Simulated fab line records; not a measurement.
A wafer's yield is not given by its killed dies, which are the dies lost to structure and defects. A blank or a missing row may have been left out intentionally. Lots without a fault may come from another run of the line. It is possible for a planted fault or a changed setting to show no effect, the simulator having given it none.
Code-filled problem report in 8D (eight disciplines) form ; flow sky130 ; the parts of the form that need people (team, actions taken, sign-off) are left out

## 1. PROBLEM STATEMENT
METAL1_ALCU_RS at SKY_METAL1_RS_MEAS_05 reads a mean of 0.1365 ohm/sq on 1 wafer of 1 lot; wafers without a fault read 0.1266 ohm/sq with a standard deviation of 0.0021. That is +4.7 standard deviations from the usual mean.
The step: measures by four-point-probe.
The first sign was on wafer L923.5 at day 38 18:05, on film-metro-03. The record holds 33 wafers of 11 lots with a number at this step. The rule behind "out" and "out of limits": a value lying over 4 standard deviations away from the usual mean. The other wafers with a number count as sound.

## 2. WHAT THIS IS AND IS NOT
question;is;is not
which readings at this step;METAL1_ALCU_RS;-
which lots;L923;L904, L907, L908, L909, L910, L911, L912, L915, L919, L926
which wafers of those lots;L923.5;L923.1, L923.4
read on which gauges;film-metro-03;film-metro-02, film-metro-04
when;from day 38 18:05;"up to then (29 sound wafers); but 3 sound wafers of L926 came after"

## 3. THE SUSPECTS, EACH WITH WHAT RULES IT OUT
Counting: any tool at a process step up to the reading remains a suspect provided it ran every lot that is out. Sound lots after the first of them don't rule it out here, since some wafers of a struck lot are sound.
- the gauge at SKY_METAL1_RS_MEAS_05 has been ruled out. All the wafers that are out were read on film-metro-03, but those of them that SKY_METAL1_SPUTTER_02 has rows for are out there too, on other tools.
- pecvd-02 at SKY_CONTACT_CVD_00 (deposits Si3N4, target thk 75 nm): kept. It ran the lot that is out, L923 (day 37 15:22); its last sound lot up to then is L915 (day 34 10:40).
- pvd-sputter-01 at SKY_METAL1_SPUTTER_02 (material AlCu, target thk 250 nm, time 13.3 s): kept. It ran the lot that is out, L923 (day 38 17:59); its last sound lot up to then is L915 (day 35 15:11). On those wafers its own readings are out: cathode-dc-power-W.
- pvd-sputter-01 at SKY_METAL1_SPUTTER_04 (material TiN, target thk 70 nm, time 58.3 s): kept. It ran the lot that is out, L923 (day 38 18:02); its last sound lot up to then is L915 (day 35 15:13).
The count leaves pecvd-02 at SKY_CONTACT_CVD_00, pvd-sputter-01 at SKY_METAL1_SPUTTER_02, and pvd-sputter-01 at SKY_METAL1_SPUTTER_04.

## 4. THE CAUSE (what the simulator had put in)
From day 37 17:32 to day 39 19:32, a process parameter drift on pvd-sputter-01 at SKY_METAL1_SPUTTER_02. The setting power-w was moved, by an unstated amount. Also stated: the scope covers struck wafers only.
Of the 3 suspects that counting leaves, this tool is one.

## 5. THE EFFECT CHAIN, in route order
One row per reading whose mean, taken over the struck wafers that have a number, lies over 3 standard deviations from the usual. Readings are gone through only where the record gives a usual standard deviation; hours: the median, over the lots, of the time from a lot's start at the first step in this table giving one to that lot's start at this step; sigmas: the change measured in usual standard deviations.
hours;step;reading;usual;on struck wafers;change;sigmas
0;SKY_METAL1_SPUTTER_02;cathode-dc-power-W;10600 W;9841;-759;-99 or more
0;SKY_METAL1_RS_MEAS_05;METAL1_ALCU_RS;0.1266 ohm/sq;0.1365;+0.0099;+4.7
0;SKY_METAL1_THK_MEAS_06;METAL1_ALCU_THK;251 nm;233;-18;-4.1
Here are the process steps it includes:
- SKY_METAL1_SPUTTER_02: material AlCu, target thk 250 nm, time 13.3 s.

## 6. HOW IT WOULD HAVE BEEN CAUGHT EARLIER
The first out-of-limits reading at a measuring or inspecting step in this record came at day 38 18:05, 25 hours after the fault's start at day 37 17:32.
At SKY_METAL1_SPUTTER_02, the tool's own readings (cathode-dc-power-W) were out on each struck wafer the step has a row for, so an alarm limit on them would have fired on the first such wafer.
Lots out: 1; all had begun SKY_METAL1_SPUTTER_02 on pvd-sputter-01 by day 38 18:05. Tool hold at that time: it would have spared none of them.
